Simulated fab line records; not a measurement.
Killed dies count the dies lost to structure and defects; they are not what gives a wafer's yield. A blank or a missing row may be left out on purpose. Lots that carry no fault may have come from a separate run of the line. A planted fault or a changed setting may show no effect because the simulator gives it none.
Struck lot and sound lot, side by side	flow sky130	16 out of 708 route steps
Sound: the wafers L698.1, L698.3, L698.6. The struck wafers were L689.4, L689.5, L689.6. The cause is given at the end.
Per side, at each step with rows, come the tool, then ch with its chambers, and then its first start. Under that, the readings that differ: sound wafers	struck wafers	difference of the means	sigmas: that difference in standard deviations of wafers without a fault.
alike: words and numbers the same on both sides, and readings whose means are apart by under 2 such deviations; not compared: readings that were withheld, readings missing a value for some wafer, numbers with overlapping values and no deviation given by the record, and bounds like >300 which may hide the same value.
A row with sigmas, a row that says differs or no value, or rows on one side alone: a step with any of these is where the two part. Non-overlapping numbers with no deviation appear without sigmas and do not part them. A reading that every wafer of one side lacks parts them only if that side has two wafers or more.

first, 5 steps without rows for these wafers: SKY_SONOS_TUNNEL_COAT_02 (resist thk 1140 nm); SKY_SONOS_TUNNEL_SOFTBAKE_03 (time 60 s); SKY_SONOS_TUNNEL_EXPOSE_04 (exposes mask TUNM, target cd 410 nm); SKY_SONOS_TUNNEL_PEB_05; SKY_SONOS_TUNNEL_DEVELOP_06 (develop time 60 s).
SKY_SONOS_TUNNEL_CD_MEAS_07: target cd 410 nm.
  struck on cd sem-01, day 13 17:06; sound on cd sem-02, day 16 08:29
  alike: cd nm
SKY_SONOS_TUNNEL_OVL_MEAS_08:
  struck on overlay-02, day 13 17:10; sound on overlay-02, day 16 08:36
  alike: SONOS_TUNNEL_OVL
then, 3 steps without rows for these wafers: SKY_SONOS_TUNNEL_IMPLANT_09; SKY_SONOS_TUNNEL_WET_ETCH_10 (etches SiO2 in dHF, target depth 14 nm, time 280 s); SKY_SONOS_TUNNEL_STRIP_11 (strips in SPM, time 600 s).
SKY_SONOS_TUNNEL_TW_MEAS_12:
  struck on film metro-01, day 13 17:39; sound on film metro-02, day 16 09:02
  alike: SONOS_TUNNEL_TW
then, 1 step without rows for these wafers: SKY_SONOS_TUNNEL_CLEAN_13 (cleans in dHF, time 20 s).
SKY_SONOS_ONO_OXIDATION_00: stabilise 600 s, purge 300 s, target thk 2.6 nm.
  sound on furnace-01 ch 0, day 16 10:20; struck on furnace-01 ch 0, day 13 19:17
reading	sound	struck	difference	sigmas
model.SiO2_of_SONOS_ONO_OXIDATION_00.thk nm (nm)	2.585 2.571 2.613	2.966 2.892 2.884	+0.324	
  alike: ox temp c max, spike tc centre C, zone power top pct
SKY_SONOS_ONO_THK_MEAS_01:
  struck on film metro-04, day 13 20:40; sound on film metro-01, day 16 11:41
reading	sound	struck	difference	sigmas
SONOS_ONO_OXIDATION_THK (nm)	2.63 2.56 2.62	2.98 2.88 2.91	+0.32	+7
then, 1 step without rows for these wafers: SKY_SONOS_ONO_CVD_02 (deposits Si3N4 from DCS/NH3, target thk 10.5 nm, time 180 s).
-- here the record skips 34 days between the struck wafers' starts before and after, leaving off in module SONOS_ONO and picking up in module PAD_OPEN (first step shown: number 708 of the route) --
SKY_PAD_OPEN_PROBE_99:
  struck on prober-02, day 47 13:37; sound on prober-01, day 50 02:48
reading	sound	struck	difference	sigmas
model.etest.cap ono.gate log10 a cm2	-7.878 -7.721 -7.849	-8.536 -8.408 -8.399	-0.632	
model.etest.cap ono.tox acc nm (nm)	12.84 12.69 12.85	13.28 13.24 13.2	+0.45	
model.etest.sonos erased.vt v (V)	-2.331 -2.402 -2.364	-1.849 -2.034 -2.057	+0.386	
model.etest.sonos baked.vt less v (V)	-0.4731 -0.5215 -0.5333	-0.4017 -0.4138 -0.4216	+0.0969	
  alike: killed_at_M0_to_M3, killed_at_M4_up, killed at contacts, killed at front end, killed at other, killed dies, killed open, killed short

== WHERE THEY PART ==
Only at SKY_SONOS_ONO_THK_MEAS_01, as far as this record shows. Later steps at which nothing parts them and some readings are alike: SKY_PAD_OPEN_PROBE_99.

WHY: what the simulator had put in
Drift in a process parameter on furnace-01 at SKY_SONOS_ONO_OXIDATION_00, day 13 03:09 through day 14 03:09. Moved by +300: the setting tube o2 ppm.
